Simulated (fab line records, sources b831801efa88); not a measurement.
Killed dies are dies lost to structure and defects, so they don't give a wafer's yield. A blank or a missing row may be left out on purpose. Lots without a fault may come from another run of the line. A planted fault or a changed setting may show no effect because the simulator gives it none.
fab line records | flow sky130
record lots=12 wafers=36 last_day=50
route steps=708 shown METAL3@532 CAPM@541 VIA4@658 METAL5@664 PAD_OPEN@708
lots that met no fault: from a run of the same line without faults
start_h: hours from the record's first day to the start of the lot's first wafer shown | wait_h: hours since the lot's step before | " the same as in the row above | L1.1+2: a row that stands for several wafers | - no value, or no start given | * or withheld: withheld | < > ~ a bound
route shown NAME@n: a module of which the file shows steps, and the number in the route of the first | usual: mean/standard deviation of fault-free wafers | same: alike in all rows | chamber/n: place in a boat | sites: the reading at each site | _std_site: their standard deviation | _edge_site: outer sites' mean less inner sites' | radius_mm: how far each site lies from the wafer's centre | mask NAME#n: copy n | behind: the tool/chamber that last shaped the wafer | hold: why the lot was held/for how many hours/how that ended | device: the transistor (n, p or np) that didn't switch | end of line: the same wafers' tests at the end of the route | a step without rows: its recipe alone | killed: dies lost to structure and defects at the first sort, not the wafer's yield | map: a wafer's dies, x killed, . not, _ none there
set.NAME: the setting as run; set.NAME@STEP: as run at that earlier step | model.NAME: the simulator's own value behind a step, which no gauge read
steps of the route over a sample of lots; a table a step, a row a wafer
services: from which hour (start_h, from the record's first day; less than 0 if before it) a tool's chamber was out of use, for how many hours, and why
## steps
# step SKY_METAL3_SPUTTER_00
# recipe material=Ti target_thk_nm=15 power_w=3000 time_s=10 chamber_pressure_pa=0.4
# usual throttle_valve_pct=29.9/0.88
# columns lot.wafer tool chamber start_h wait_h throttle_valve_pct
L752.1 pvd_sputter-02 - 910.41 0.1 28.7
L752.4 " - " " 29.8
L752.6 " - " " 30.6
L753.1 pvd_sputter-01 - 912.51 0.1 30.9
L753.3 " - " " 29.1
L753.6 " - " " 30.2
L756.2 pvd_sputter-01 - 924.86 0.2 28.2
L756.5 " - " " 29.4
L756.6 " - " " 30.5
L755.2 pvd_sputter-04 - 928.55 0.1 31.5
L755.3 " - " " 30.0
L755.5 " - " " 29.8
L757.1 pvd_sputter-01 - 928.63 0.1 28.1
L757.2 " - " " 31.1
L757.5 " - " " 28.4
L758.1 pvd_sputter-01 - 929.60 0.1 30.1
L758.3 " - " " 28.2
L758.4 " - " " 29.0
L766.2 pvd_sputter-04 - 990.54 0.1 30.0
L766.3 " - " " 30.0
L766.4 " - " " 30.1
L765.1 pvd_sputter-02 - 991.05 0.2 28.7
L765.3 " - " " 29.4
L765.6 " - " " 29.1
L768.1 pvd_sputter-04 - 997.08 0.2 29.8
L768.3 " - " " 30.1
L768.5 " - " " 30.2
L770.2 pvd_sputter-01 - 1005.12 0.2 30.7
L770.4 " - " " 29.1
L770.5 " - " " 30.8
L769.3 pvd_sputter-04 - 1009.64 0.2 30.0
L769.4 " - " " 30.1
L769.5 " - " " 30.1
L771.1 pvd_sputter-01 - 1014.34 0.2 31.0
L771.3 " - " " 30.3
L771.6 " - " " 30.8
# step SKY_CAPM_THK_MEAS_04
# recipe thk_meas_gauge=xrf reads=TiN_of_CAPM_SPUTTER_02
# usual CAPM_TIN_THK=206.0/2.1
# columns lot.wafer tool chamber start_h wait_h CAPM_TIN_THK[nm]
L752.1 film_metro-03 - 910.88 0.1 204.8
L752.4 " - " " 206.5
L752.6 " - " " 203.4
L753.1 film_metro-01 - 912.98 0.1 202.9
L753.3 " - " " 206.3
L753.6 " - " " 206.7
L756.2 film_metro-04 - 925.33 0.1 203.8
L756.5 " - " " 204.6
L756.6 " - " " 203.0
L755.2 film_metro-01 - 929.02 0.1 206.3
L755.3 " - " " 206.0
L755.5 " - " " 206.4
L757.1 film_metro-04 - 929.09 0.1 202.5
L757.2 " - " " 205.0
L757.5 " - " " 203.9
L758.1 film_metro-04 - 930.06 0.1 207.8
L758.3 " - " " 206.5
L758.4 " - " " 208.1
L766.2 film_metro-03 - 991.05 0.1 205.4
L766.3 " - " " 204.1
L766.4 " - " " 206.1
L765.1 film_metro-04 - 991.51 0.1 204.1
L765.3 " - " " 207.6
L765.6 " - " " 208.6
L768.1 film_metro-01 - 997.55 0.1 204.2
L768.3 " - " " 207.4
L768.5 " - " " 206.4
L770.2 film_metro-04 - 1005.60 0.1 205.6
L770.4 " - " " 205.0
L770.5 " - " " 206.5
L769.3 film_metro-04 - 1010.12 0.1 208.2
L769.4 " - " " 206.6
L769.5 " - " " 207.0
L771.1 film_metro-01 - 1014.82 0.1 205.0
L771.3 " - " " 206.3
L771.6 " - " " 204.7
# step SKY_VIA4_RS_MEAS_19
# recipe thk_meas_gauge=four-point-probe reads=W_of_VIA4_CVD_18+TiN_of_VIA4_SPUTTER_17
# usual VIA4_W_RS=0.2252/0.0019
# columns lot.wafer tool chamber start_h wait_h VIA4_W_RS[ohm/sq]
L752.1 film_metro-04 - 1057.50 0.3 0.2265
L752.4 " - " " 0.2279
L752.6 " - " " 0.2252
L753.1 film_metro-04 - 1059.65 0.1 0.2249
L753.3 " - " " 0.2253
L753.6 " - " " 0.2221
L756.2 film_metro-04 - 1072.77 0.1 0.2266
L756.5 " - " " 0.2226
L756.6 " - " " 0.2259
L757.1 film_metro-02 - 1076.01 0.1 0.2249
L757.2 " - " " 0.2246
L757.5 " - " " 0.2232
L755.2 film_metro-03 - 1076.03 0.1 0.2243
L755.3 " - " " 0.2251
L755.5 " - " " 0.2246
L758.1 film_metro-02 - 1077.19 0.1 0.2278
L758.3 " - " " 0.2251
L758.4 " - " " 0.2269
L766.2 film_metro-04 - 1124.91 0.1 0.2275
L766.3 " - " " 0.2262
L766.4 " - " " 0.2258
L765.1 film_metro-03 - 1126.38 0.1 0.2246
L765.3 " - " " 0.2232
L765.6 " - " " 0.2260
L768.1 film_metro-02 - 1131.40 0.1 0.2273
L768.3 " - " " 0.2270
L768.5 " - " " 0.2262
L770.2 film_metro-03 - 1141.48 0.1 0.2285
L770.4 " - " " 0.2259
L770.5 " - " " 0.2248
L769.3 film_metro-03 - 1143.30 0.1 0.2258
L769.4 " - " " 0.2265
L769.5 " - " " 0.2242
L771.1 film_metro-02 - 1147.41 0.1 0.2234
L771.3 " - " " 0.2245
L771.6 " - " " 0.2250
# step SKY_METAL5_SPUTTER_03
# recipe material=Ti target_thk_nm=5 power_w=3000 time_s=3.3 chamber_pressure_pa=0.4
# usual throttle_valve_pct=29.7/0.85
# columns lot.wafer tool chamber start_h wait_h throttle_valve_pct
L752.1 pvd_sputter-02 - 1058.08 0.0 29.0
L752.4 " - " " 29.9
L752.6 " - " " 29.9
L753.1 pvd_sputter-03 - 1060.23 0.0 30.3
L753.3 " - " " 30.2
L753.6 " - " " 30.0
L756.2 pvd_sputter-02 - 1073.33 0.0 29.5
L756.5 " - " " 28.5
L756.6 " - " " 29.5
L755.2 pvd_sputter-03 - 1076.59 0.0 29.4
L755.3 " - " " 30.7
L755.5 " - " " 30.0
L757.1 pvd_sputter-01 - 1076.59 0.0 27.8
L757.2 " - " " 31.0
L757.5 " - " " 27.9
L758.1 pvd_sputter-03 - 1077.93 0.0 29.5
L758.3 " - " " 29.6
L758.4 " - " " 30.5
L766.2 pvd_sputter-02 - 1126.24 0.0 29.3
L766.3 " - " " 30.9
L766.4 " - " " 28.9
L765.1 pvd_sputter-02 - 1127.02 0.0 29.5
L765.3 " - " " 29.9
L765.6 " - " " 30.0
L768.1 pvd_sputter-02 - 1131.98 0.0 29.7
L768.3 " - " " 30.2
L768.5 " - " " 30.9
L770.2 pvd_sputter-03 - 1142.04 0.0 29.4
L770.4 " - " " 29.2
L770.5 " - " " 29.6
L769.3 pvd_sputter-03 - 1143.83 0.0 30.6
L769.4 " - " " 29.6
L769.5 " - " " 30.7
L771.1 pvd_sputter-01 - 1147.99 0.0 30.3
L771.3 " - " " 29.2
L771.6 " - " " 31.0
# step SKY_PAD_OPEN_PROBE_99
# usual defect_limited_yield=82.5/1.9 killed_at_M0_to_M3=42/6.4 killed_at_M4_up=2.9/1.7 killed_at_contacts=25/5.2 killed_at_front_end=16/4.4 killed_at_other=0.4/0.65 killed_dies=86/9.2 killed_open=47/6.6 killed_short=39/5.8 sort_bin_3_pad_short=0.9/0.42 sort_bin_5_function=10.4/1.5 sort_bin_6_memory=6.3/1 sort_n_pass=406/9.2 sort_yield_pct=82.5/1.9
# same gross_dies=492 killed_at_back_side=0 sort_bin_4_leakage[%]=0 sort_bin_8_speed[%]=0
# columns lot.wafer tool chamber start_h wait_h defect_limited_yield[%] killed_at_M0_to_M3 killed_at_M4_up killed_at_contacts killed_at_front_end killed_at_other killed_dies killed_open killed_short sort_bin_3_pad_short[%] sort_bin_5_function[%] sort_bin_6_memory[%] sort_n_pass sort_yield_pct[%]
L757.1 prober-02 - 1141.04 0.1 73.2 96 4 22 10 0 132 44 33 3.0 16.9 6.9 360 73.2
L757.2 prober-02 - 1141.09 0.1 72.4 95 1 26 14 0 136 44 32 1.6 18.9 7.1 356 72.4
L757.5 prober-02 - 1141.24 0.2 73.2 92 2 23 14 1 132 35 38 3.3 16.7 6.9 360 73.2
L758.1 prober-01 - 1142.44 0.1 72.8 87 4 23 18 2 134 51 46 3.7 16.1 7.5 358 72.8
L758.3 prober-01 - 1142.54 0.2 73.2 94 6 21 11 0 132 43 32 3.3 16.9 6.7 360 73.2
L758.4 prober-01 - 1142.59 0.2 78.0 70 5 21 12 0 108 38 36 4.1 12.8 5.1 384 78.0
L765.1 prober-02 - 1185.47 0.1 82.1 43 1 28 15 1 88 51 37 0.4 11.2 6.3 404 82.1
L765.3 prober-02 - 1185.57 0.2 85.0 32 3 21 17 1 74 36 38 1.2 7.5 6.3 418 85.0
L765.6 prober-02 - 1185.72 0.2 84.1 47 2 14 15 0 78 44 33 0.6 10.0 5.3 414 84.1
# killed by level:class
L757.1 METAL3:unspecified=54 VIA2:geometric_particle:open=8 LI_CONTACT:geometric_particle:open=7 CONTACT:geometric_particle:open=7 METAL1:geometric_particle:short=6 VIA1:geometric_particle:open=5 VIA3:geometric_particle:open=5 METAL3:geometric_particle:short=4
L757.2 METAL3:unspecified=60 LI_CONTACT:geometric_particle:open=7 CONTACT:geometric_particle:open=7 VIA3:geometric_particle:open=7 FIELD_ISO:geometric_particle:open=5 FIELD_ISO:geometric_particle:short=5 VIA1:geometric_particle:open=5 CONTACT:geometric_particle:short=5
L757.5 METAL3:unspecified=58 CONTACT:geometric_particle:open=11 LI_CONTACT:geometric_particle:open=6 METAL1:geometric_particle:short=6 METAL2:geometric_particle:short=6 POLY_GATE:geometric_particle:short=5 VIA3:geometric_particle:open=5 FIELD_ISO:geometric_particle:open=4
L758.1 METAL3:unspecified=37 VIA1:geometric_particle:open=14 CONTACT:geometric_particle:short=10 VIA3:geometric_particle:open=10 CONTACT:geometric_particle:open=6 VIA1:geometric_particle:short=6 FIELD_ISO:geometric_particle:open=5 FIELD_ISO:geometric_particle:short=4
L758.3 METAL3:unspecified=57 CONTACT:geometric_particle:open=11 VIA1:geometric_particle:open=10 VIA2:geometric_particle:open=9 VIA3:geometric_particle:open=5 METAL4:geometric_particle:short=5 POLY_GATE:geometric_particle:short=4 CONTACT:geometric_particle:short=4
L758.4 METAL3:unspecified=34 CONTACT:geometric_particle:open=13 METAL2:geometric_particle:short=8 VIA1:geometric_particle:open=6 VIA2:geometric_particle:short=5 VIA1:geometric_particle:short=4 VIA2:geometric_particle:open=4 FIELD_ISO:geometric_particle:open=3
L765.1 CONTACT:geometric_particle:open=11 VIA1:geometric_particle:open=10 LI_CONTACT:geometric_particle:open=7 VIA2:geometric_particle:open=7 CONTACT:geometric_particle:short=5 METAL1:geometric_particle:short=5 VIA3:geometric_particle:open=4 POLY_GATE:geometric_particle:short=4
L765.3 FIELD_ISO:geometric_particle:short=6 CONTACT:geometric_particle:open=6 VIA1:geometric_particle:open=6 LI_CONTACT:geometric_particle:open=5 CONTACT:geometric_particle:short=5 METAL2:geometric_particle:short=5 VIA3:geometric_particle:open=5 FIELD_ISO:geometric_particle:open=4
L765.6 VIA1:geometric_particle:open=12 VIA3:geometric_particle:open=6 VIA2:geometric_particle:short=5 VIA1:geometric_particle:short=5 METAL2:geometric_particle:short=5 FIELD_ISO:geometric_particle:open=4 POLY_GATE:geometric_particle:short=4 LI_CONTACT:geometric_particle:open=4
## services
# columns tool chamber start_h hours kind
pvd_sputter-04 - 888.54 1.1 repair
pvd_sputter-03 - 943.85 3.7 repair
pvd_sputter-02 1 950.86 - consumable_replace:kit
pvd_sputter-02 1 950.86 18.0 scheduled_down
pvd_sputter-02 1 950.86 18.0 vent_cycle
pvd_sputter-03 0 958.13 - consumable_replace:kit
pvd_sputter-03 0 958.13 18.0 scheduled_down
pvd_sputter-03 0 958.13 18.0 vent_cycle
pvd_sputter-02 - 962.07 5.5 repair
pvd_sputter-01 - 978.72 24.4 repair
pvd_sputter-04 - 990.78 3.9 repair
pvd_sputter-04 1 997.24 - consumable_replace:kit
pvd_sputter-04 1 997.24 18.0 scheduled_down
pvd_sputter-04 1 997.24 18.0 vent_cycle
pvd_sputter-01 3 1004.16 - consumable_replace:kit
pvd_sputter-01 3 1004.16 18.0 scheduled_down
pvd_sputter-01 3 1004.16 18.0 vent_cycle
pvd_sputter-01 2 1083.16 - consumable_replace:kit
pvd_sputter-01 2 1083.16 18.0 scheduled_down
pvd_sputter-01 2 1083.16 18.0 vent_cycle
pvd_sputter-04 - 1090.54 0.6 repair
pvd_sputter-02 0 1094.10 - consumable_replace:kit
pvd_sputter-02 0 1094.10 18.0 scheduled_down
pvd_sputter-02 0 1094.10 18.0 vent_cycle
## key
first_sign step=SKY_PAD_OPEN_PROBE_99 reading=killed_at_M0_to_M3 direction=up sigmas=7.3 usual=42 struck=89
effect step=SKY_PAD_OPEN_PROBE_99 reading=sort_bin_3_pad_short direction=up sigmas=5.5 usual=0.9 struck=3.2
met_at SKY_METAL3_SPUTTER_00
struck_lots L757,L758
not_acting_at SKY_CAPM_THK_MEAS_04,SKY_VIA4_RS_MEAS_19,SKY_METAL5_SPUTTER_03
onset_between 924.86 928.63
fault kind=chamber_particle_source tool=pvd_sputter-01 chamber=- onset_h=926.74 steps=SKY_METAL3_SPUTTER_00 rate_per_visit_cm2=1.1796 end_h=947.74
